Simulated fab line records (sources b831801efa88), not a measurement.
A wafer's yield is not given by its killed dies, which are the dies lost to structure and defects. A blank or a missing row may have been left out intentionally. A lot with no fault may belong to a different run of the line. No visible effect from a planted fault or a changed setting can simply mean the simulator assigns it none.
Chamber matching + flow sky130 + hdpcvd-01 running SKY_VIA4_HDPCVD_00: 3 sister chambers
The step deposits SiO2, target thk 1750 nm, time 291.7 s. 16 wafers are shown with their chamber, then 8 later ones without.

EACH WAFER AND ITS CHAMBER
| wafer  | chamber | run-length-s (s) |
|--------|---------|------------------|
| L120.1 | 0       | 319.9            |
| L120.5 | 0       | 320.5            |
| L120.6 | 2       | 320.9            |
| L121.3 | 2       | 320.6            |
| L121.4 | 2       | 321.2            |
| L121.5 | 1       | 319.3            |
| L119.2 | 1       | 319.7            |
| L119.3 | 0       | 319.8            |
| L119.6 | 0       | 320.0            |
| L122.1 | 0       | 320.6            |
| L122.3 | 2       | 320.5            |
| L122.6 | 2       | 320.7            |
| L126.1 | 2       | 321.2            |
| L126.3 | 0       | 319.7            |
| L126.5 | 0       | 320.0            |
| L128.1 | 2       | 320.2            |

SIGNATURES, as means of the wafers listed above
| reading      | chamber 0 | chamber 1 | chamber 2 | scatter within a chamber |
|--------------|-----------|-----------|-----------|--------------------------|
| run-length-s | 320.071   | 319.500   | 320.757   | 0.352                    |
Rule: distance of a wafer from a chamber = root of the sum over the readings of ((wafer's reading minus chamber's mean) / reading's scatter) squared. If the next closest chamber is less than 2 further off than the closest, the wafer can't be placed; otherwise it belongs to the closest. How the scatter is found: for the shown wafers, subtract from each reading the mean of its chamber, square and add these, divide the total by (wafers less chambers), then take the root.

WAFERS WITH NO CHAMBER GIVEN
| wafer  | run-length-s (s) |
|--------|------------------|
| L128.5 | 319.3            |
| L128.6 | 319.7            |
| L137.3 | 320.1            |
| L137.4 | 320.1            |
| L137.5 | 319.5            |
| L138.2 | 320.3            |
| L138.4 | 319.5            |
| L138.6 | 320.1            |

CHAMBER TAKEN BY EACH
| wafer  | from the rows above          | in truth |
|--------|------------------------------|----------|
| L128.5 | can't be placed: 1 or 0      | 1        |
| L128.6 | can't be placed: 1 or 0      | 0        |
| L137.3 | can't be placed: 0 or 1 or 2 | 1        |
| L137.4 | can't be placed: 0 or 1 or 2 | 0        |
| L137.5 | can't be placed: 1 or 0      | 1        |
| L138.2 | can't be placed: 0 or 2 or 1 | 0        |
| L138.4 | can't be placed: 1 or 0      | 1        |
| L138.6 | can't be placed: 0 or 1 or 2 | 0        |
0 of 8 placed correctly. These rows do not allow placing 8 (true chamber among the candidates in 8). 0 placed wrongly.
